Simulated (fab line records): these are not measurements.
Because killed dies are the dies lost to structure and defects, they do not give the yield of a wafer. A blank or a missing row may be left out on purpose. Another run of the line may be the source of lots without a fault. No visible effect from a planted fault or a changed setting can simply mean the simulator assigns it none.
fab line records ; flow gf180mcu
record lots=12; wafers=36; lastDay=34
route steps=602 shown STI@26 PSD@261 V1@339 V3@446
lots that met no fault: taken from a fault-free run of the same line
startH: the number of hours between the record's first day and the start of the first shown wafer of the lot ; waitH: hours since the lot's step before ; " as in the row above ; L1.1+2: a single row standing in for several wafers ; - no value, or no start was given ; * or withheld: withheld ; < > ~ a bound
route shown NAME@n: a module of which the file shows steps, and the number in the route of the first ; usual: mean/standard deviation taken from wafers without a fault ; same: alike in all rows ; chamber/n: place in a boat ; sites: each site's reading ; _std_site: the standard deviation of these ; _edge_site: the outer-site mean with the inner-site mean subtracted ; radiusMm: how far each site lies from the wafer's centre ; mask NAME#n: copy n ; behind: the tool/chamber that last shaped the wafer ; hold: why the lot went on hold/how many hours it stayed there/how the hold came to an end ; device: the transistor (n, p or np) that didn't switch ; end of line: tests of these same wafers at the route's end ; a step given without rows: its recipe and nothing more ; killed: the dies lost at the first sort to structure and to defects; this is not the yield of the wafer ; map: shows each die of a wafer: x if killed, . if not, _ if none is there
set.NAME: the setting that was run; set.NAME@STEP: the one run at that earlier step ; model.NAME: the simulator's own value behind a step, which no gauge read
route steps across a sampled set of lots; one table per step, one row per wafer
services: when a tool's chamber went out of use (startH, in hours from the record's first day, below 0 if earlier), for how many hours, and the reason
## steps
# step GF_STI_CMP_25
# recipe stopOn=Si3N4; tOverpolishS=33; downForcePsi=4; platenRpm=60; targetThkNm=524.6; padVelocityMS=0.94248
# usual motorCurrentA=12.0/1.4; overpolishRunS=32.999/0.0086; timeToEndpointS=124/4.3
lot.wafer;tool;chamber;startH;waitH;motorCurrentA;overpolishRunS;timeToEndpointS
L968.2;cmp-02;2;28.04;0.0;13.6;32.997;123
L968.1;cmp-02;1;28.04;0.0;12.2;33.015;120
L968.5;cmp-02;2;28.04;0.0;12.8;33.000;117
L969.1;cmp-01;1;35.29;0.2;11.4;32.992;134
L969.4;cmp-01;2;35.29;0.2;12.4;33.001;127
L969.3;cmp-01;3;35.29;0.2;10.8;32.991;131
L970.2;cmp-01;1;38.12;0.3;11.0;33.011;129
L970.1;cmp-01;0;38.12;0.3;11.5;33.002;126
L970.5;cmp-01;1;38.12;0.3;11.2;33.004;127
L971.2;cmp-01;3;42.22;0.0;11.4;33.006;131
L971.3;cmp-01;2;42.22;0.0;13.0;33.003;128
L971.5;cmp-01;3;42.22;0.0;10.9;32.998;131
L974.1;cmp-01;3;58.92;0.1;11.3;32.999;127
L974.3;cmp-01;0;58.92;0.1;11.0;32.997;124
L974.6;cmp-01;0;58.92;0.1;11.0;32.982;127
L978.2;cmp-01;2;80.84;0.0;13.1;32.996;119
L978.3;cmp-01;0;80.84;0.0;11.6;33.007;124
L978.5;cmp-01;3;80.84;0.0;10.8;32.989;130
L981.1;cmp-02;0;94.32;0.1;10.4;33.010;123
L981.3;cmp-02;1;94.32;0.1;11.7;32.987;122
L981.6;cmp-02;0;94.32;0.1;11.2;32.992;123
L986.1;cmp-02;0;119.33;0.1;10.2;33.002;119
L986.3;cmp-02;3;119.33;0.1;14.8;33.009;121
L986.5;cmp-02;0;119.33;0.1;10.2;33.002;115
L987.4;cmp-02;0;125.74;0.1;10.2;33.003;126
L987.3;cmp-02;1;125.74;0.1;11.2;32.995;119
L987.5;cmp-02;0;125.74;0.1;10.2;33.002;123
L988.4;cmp-02;0;131.02;0.0;10.2;33.024;123
L988.1;cmp-02;2;131.02;0.0;13.6;32.987;120
L988.5;cmp-02;0;131.02;0.0;10.5;32.987;119
L989.1;cmp-02;2;136.02;0.1;13.1;33.014;121
L989.2;cmp-02;3;136.02;0.1;14.8;32.991;127
L989.6;cmp-02;3;136.02;0.1;14.8;32.997;127
L991.2;cmp-02;0;149.02;0.2;10.0;33.008;120
L991.1;cmp-02;2;149.02;0.2;12.8;33.004;117
L991.6;cmp-02;1;149.02;0.2;11.8;33.000;116
# step GF_PSD_RTA_13
# recipe tempC=1025; timeS=20; ambient=N2
# usual lampPowerPct=32.7/1.8; wafer_temp_C_max=1030.1/1.6
lot.wafer;tool;chamber;startH;waitH;lampPowerPct;wafer_temp_C_max
L968.1;rtpAnneal-02;0;314.51;0.0;31.3;1030.9
L968.2;rtpAnneal-02;0;314.51;0.0;31.3;1031.2
L968.5;rtpAnneal-02;0;314.51;0.0;31.3;1031.3
L969.1;rtpAnneal-02;0;326.40;0.0;31.3;1030.9
L969.3;rtpAnneal-02;0;326.40;0.0;31.2;1030.9
L969.4;rtpAnneal-02;0;326.40;0.0;31.2;1030.3
L970.1;rtpAnneal-01;0;334.76;0.0;35.0;1029.5
L970.2;rtpAnneal-01;0;334.76;0.0;35.0;1029.4
L970.5;rtpAnneal-01;0;334.76;0.0;35.0;1029.4
L971.2;rtpAnneal-01;0;340.91;0.0;35.0;1028.0
L971.3;rtpAnneal-01;0;340.91;0.0;35.0;1028.2
L971.5;rtpAnneal-01;0;340.91;0.0;35.0;1029.4
L974.1;rtpAnneal-02;0;366.32;0.0;31.2;1030.5
L974.3;rtpAnneal-02;0;366.32;0.0;31.2;1031.2
L974.6;rtpAnneal-02;0;366.32;0.0;31.3;1030.4
L978.2;rtpAnneal-02;0;404.37;0.0;31.3;1031.9
L978.3;rtpAnneal-02;0;404.37;0.0;31.3;1029.5
L978.5;rtpAnneal-02;0;404.37;0.0;31.3;1031.2
L981.1;rtpAnneal-02;0;430.65;0.0;31.3;1030.4
L981.3;rtpAnneal-02;0;430.65;0.0;31.3;1029.8
L981.6;rtpAnneal-02;0;430.65;0.0;31.2;1031.3
L986.1;rtpAnneal-02;0;471.25;0.0;31.3;1030.6
L986.3;rtpAnneal-02;0;471.25;0.0;31.3;1029.7
L986.5;rtpAnneal-02;0;471.25;0.0;31.2;1033.3
L987.3;rtpAnneal-02;0;479.82;0.0;31.3;1030.4
L987.4;rtpAnneal-02;0;479.82;0.0;31.2;1031.3
L987.5;rtpAnneal-02;0;479.82;0.0;31.2;1031.0
L988.1;rtpAnneal-02;0;484.16;0.0;31.2;1030.6
L988.4;rtpAnneal-02;0;484.16;0.0;31.3;1034.3
L988.5;rtpAnneal-02;0;484.16;0.0;31.3;1032.5
L989.1;rtpAnneal-02;0;496.76;0.0;31.3;1032.3
L989.2;rtpAnneal-02;0;496.76;0.0;31.3;1031.8
L989.6;rtpAnneal-02;0;496.76;0.0;31.3;1031.5
L991.1;rtpAnneal-02;0;514.71;0.0;31.4;1030.9
L991.2;rtpAnneal-02;0;514.71;0.0;31.3;1030.7
L991.6;rtpAnneal-02;0;514.71;0.0;31.2;1030.9
# step GF_V1_CMP_04
# recipe material=SiO2; downForcePsi=4; platenRpm=60; padVelocityMS=0.94248
# usual motorCurrentA=11.9/1.3; timeToEndpointS=81/4.3
lot.wafer;tool;chamber;startH;waitH;motorCurrentA;timeToEndpointS
L968.1;cmp-02;2;384.35;0.1;12.6;77
L968.2;cmp-02;3;384.35;0.1;14.1;81
L968.5;cmp-02;0;384.35;0.1;10.6;81
L969.3;cmp-02;3;396.46;0.0;15.2;83
L969.4;cmp-02;1;396.46;0.0;12.4;89
L969.1;cmp-02;2;396.46;0.0;13.1;82
L970.2;cmp-02;2;405.63;0.0;13.1;78
L970.1;cmp-02;1;405.63;0.0;11.9;74
L970.5;cmp-02;3;405.63;0.0;14.5;83
L971.3;cmp-01;1;413.85;0.1;11.7;84
L971.2;cmp-01;3;413.85;0.1;11.6;80
L971.5;cmp-01;1;413.85;0.1;11.0;84
L974.1;cmp-01;3;440.50;0.1;11.1;100
L974.3;cmp-01;0;440.50;0.1;10.8;94
L974.6;cmp-01;3;440.50;0.1;11.0;102
L978.3;cmp-01;2;480.78;0.1;11.8;100
L978.2;cmp-01;0;480.78;0.1;11.3;101
L978.5;cmp-01;1;480.78;0.1;11.7;109
L981.3;cmp-02;3;507.30;0.1;15.0;85
L981.1;cmp-02;0;507.30;0.1;10.6;82
L981.6;cmp-02;2;507.30;0.1;13.5;90
L986.3;cmp-02;2;546.35;0.1;14.3;78
L986.1;cmp-02;3;546.35;0.1;14.2;76
L986.5;cmp-02;1;546.35;0.1;11.6;80
L987.4;cmp-02;0;552.88;0.0;10.5;91
L987.3;cmp-02;3;552.88;0.0;14.6;84
L987.5;cmp-02;0;552.88;0.0;10.1;88
L988.1;cmp-02;3;557.59;0.1;15.4;73
L988.4;cmp-02;0;557.59;0.1;10.7;76
L988.5;cmp-02;3;557.59;0.1;14.7;75
L989.2;cmp-01;3;571.11;0.0;10.9;81
L989.1;cmp-01;0;571.11;0.0;11.4;85
L989.6;cmp-01;0;571.11;0.0;11.5;87
L991.1;cmp-01;0;585.80;0.1;11.4;83
L991.2;cmp-01;3;585.80;0.1;10.5;88
L991.6;cmp-01;1;585.80;0.1;12.0;89
# step GF_V1_ETCH_17
# recipe chemistry=C4F8/O2/Ar; maskMaterial=KrF; target=SiO2; stopOn=TiN; sourceW=1500; biasW=1200; pressureMtorr=40; c4f8FlowSccm=withheld; O2_flow_sccm=6; Ar_flow_sccm=300; timeS=withheld; targetDepthA=6300
# usual oesProductAu=0.856/0.0049; rfFwdPowerW=1493/5.1
lot.wafer;tool;chamber;startH;waitH;oesProductAu;rfFwdPowerW
L968.1;rieDiel-01;1;-;-;0.855;1485
L968.2;rieDiel-01;0;-;-;0.856;1495
L968.5;rieDiel-01;0;-;-;0.848;1491
L969.1;rieDiel-01;3;-;-;0.859;1497
L969.3;rieDiel-01;1;-;-;0.856;1488
L969.4;rieDiel-01;0;-;-;0.855;1485
L970.1;rieDiel-03;2;-;-;0.851;1494
L970.2;rieDiel-03;0;-;-;0.864;1486
L970.5;rieDiel-03;0;-;-;0.861;1492
L971.2;rieDiel-01;0;-;-;0.852;1489
L971.3;rieDiel-01;2;-;-;0.857;1500
L971.5;rieDiel-01;2;-;-;0.859;1493
L974.1;rieDiel-01;3;-;-;0.909;1495
L974.3;rieDiel-01;2;-;-;0.908;1487
L974.6;rieDiel-01;0;-;-;0.913;1489
L978.2;rieDiel-02;3;-;-;0.912;1500
L978.3;rieDiel-02;0;-;-;0.908;1479
L978.5;rieDiel-02;0;-;-;0.925;1475
L981.1;rieDiel-03;2;-;-;0.860;1486
L981.3;rieDiel-03;3;-;-;0.856;1492
L981.6;rieDiel-03;3;-;-;0.861;1486
L986.1;rieDiel-02;1;-;-;0.859;1492
L986.3;rieDiel-02;3;-;-;0.853;1494
L986.5;rieDiel-02;0;-;-;0.851;1490
L987.3;rieDiel-01;0;-;-;0.860;1490
L987.4;rieDiel-01;2;-;-;0.855;1487
L987.5;rieDiel-01;1;-;-;0.852;1502
L988.1;rieDiel-02;1;-;-;0.849;1489
L988.4;rieDiel-02;1;-;-;0.853;1488
L988.5;rieDiel-02;3;-;-;0.855;1494
L989.1;rieDiel-02;2;-;-;0.859;1488
L989.2;rieDiel-02;3;-;-;0.850;1495
L989.6;rieDiel-02;2;-;-;0.857;1495
L991.1;rieDiel-03;0;-;-;0.853;1487
L991.2;rieDiel-03;1;-;-;0.854;1495
L991.6;rieDiel-03;1;-;-;0.856;1493
# step GF_V3_ETCH_17
# recipe chemistry=C4F8/O2/Ar; maskMaterial=KrF; target=SiO2; stopOn=TiN; sourceW=1500; biasW=1200; pressureMtorr=40; c4f8FlowSccm=withheld; O2_flow_sccm=6; Ar_flow_sccm=300; timeS=withheld; targetDepthA=6350
# usual oesProductAu=0.855/0.0045; rfFwdPowerW=1492/5
lot.wafer;tool;chamber;startH;waitH;oesProductAu;rfFwdPowerW
L968.1;rieDiel-04;1;-;-;0.855;1491
L968.2;rieDiel-04;2;-;-;0.856;1489
L968.5;rieDiel-04;2;-;-;0.861;1481
L969.1;rieDiel-02;3;-;-;0.854;1498
L969.3;rieDiel-02;1;-;-;0.859;1492
L969.4;rieDiel-02;2;-;-;0.855;1488
L970.1;rieDiel-02;3;-;-;0.859;1492
L970.2;rieDiel-02;0;-;-;0.854;1487
L970.5;rieDiel-02;1;-;-;0.852;1491
L971.2;rieDiel-02;2;-;-;0.851;1497
L971.3;rieDiel-02;1;-;-;0.850;1494
L971.5;rieDiel-02;1;-;-;0.853;1489
L974.1;rieDiel-03;2;-;-;0.852;1494
L974.3;rieDiel-03;1;-;-;0.853;1499
L974.6;rieDiel-03;0;-;-;0.854;1494
L978.2;rieDiel-04;0;-;-;0.859;1491
L978.3;rieDiel-04;2;-;-;0.860;1493
L978.5;rieDiel-04;0;-;-;0.867;1490
L981.1;rieDiel-04;0;-;-;0.848;1503
L981.3;rieDiel-04;1;-;-;0.855;1499
L981.6;rieDiel-04;0;-;-;0.860;1496
L986.1;rieDiel-03;3;-;-;0.854;1494
L986.3;rieDiel-03;2;-;-;0.857;1498
L986.5;rieDiel-03;1;-;-;0.856;1489
L987.3;rieDiel-04;1;-;-;0.856;1490
L987.4;rieDiel-04;2;-;-;0.854;1496
L987.5;rieDiel-04;1;-;-;0.849;1496
L988.1;rieDiel-02;3;-;-;0.859;1495
L988.4;rieDiel-02;1;-;-;0.852;1494
L988.5;rieDiel-02;1;-;-;0.859;1492
L989.1;rieDiel-03;1;-;-;0.865;1487
L989.2;rieDiel-03;2;-;-;0.863;1494
L989.6;rieDiel-03;0;-;-;0.851;1489
L991.1;rieDiel-02;1;-;-;0.859;1489
L991.2;rieDiel-02;3;-;-;0.854;1495
L991.6;rieDiel-02;2;-;-;0.864;1493
## services
tool;chamber;startH;hours;kind
cmp-02;-;17.51;10.0;repair
cmp-02;-;36.58;5.9;pm
cmp-02;-;43.57;1.7;repair
cmp-02;-;55.25;4.6;repair
cmp-01;-;64.36;4.0;pm
cmp-02;-;90.47;2.9;repair
cmp-02;-;129.58;0.4;repair
rtpAnneal-02;-;155.14;4.6;pm
cmp-02;-;179.13;0.2;repair
cmp-01;-;191.52;1.5;repair
cmp-01;-;195.60;0.5;repair
cmp-01;-;198.36;5.0;pm
cmp-01;-;206.42;0.9;repair
cmp-02;-;232.00;4.0;pm
cmp-02;-;261.74;5.6;pm
cmp-02;-;268.64;0.4;repair
cmp-02;-;362.26;0.2;repair
cmp-02;-;482.59;1.3;repair
cmp-02;-;510.26;17.4;pm
cmp-02;-;534.16;1.7;repair
cmp-02;-;567.36;0.5;repair
cmp-02;-;572.00;4.0;pm
cmp-02;-;630.74;3.7;pm
cmp-02;-;688.41;1.1;repair
## key
firstSign step=GF_V1_CMP_04; reading=timeToEndpointS; direction=up; sigmas=4.6; usual=*; struck=*
effect step=GF_V1_ETCH_17; reading=oesProductAu; direction=up; sigmas=12; usual=0.856; struck=0.913
metAt GF_V1_CMP_04
struckLots L974,L978
notActingAt GF_STI_CMP_25,GF_PSD_RTA_13,GF_V3_ETCH_17
onsetBetween 413.85 440.50
fault kind=processParameterDrift; tool=cmp-01; chamber=-; onsetH=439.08; steps=GF_V1_CMP_04; channel=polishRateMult; offset=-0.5; shape=step; endH=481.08
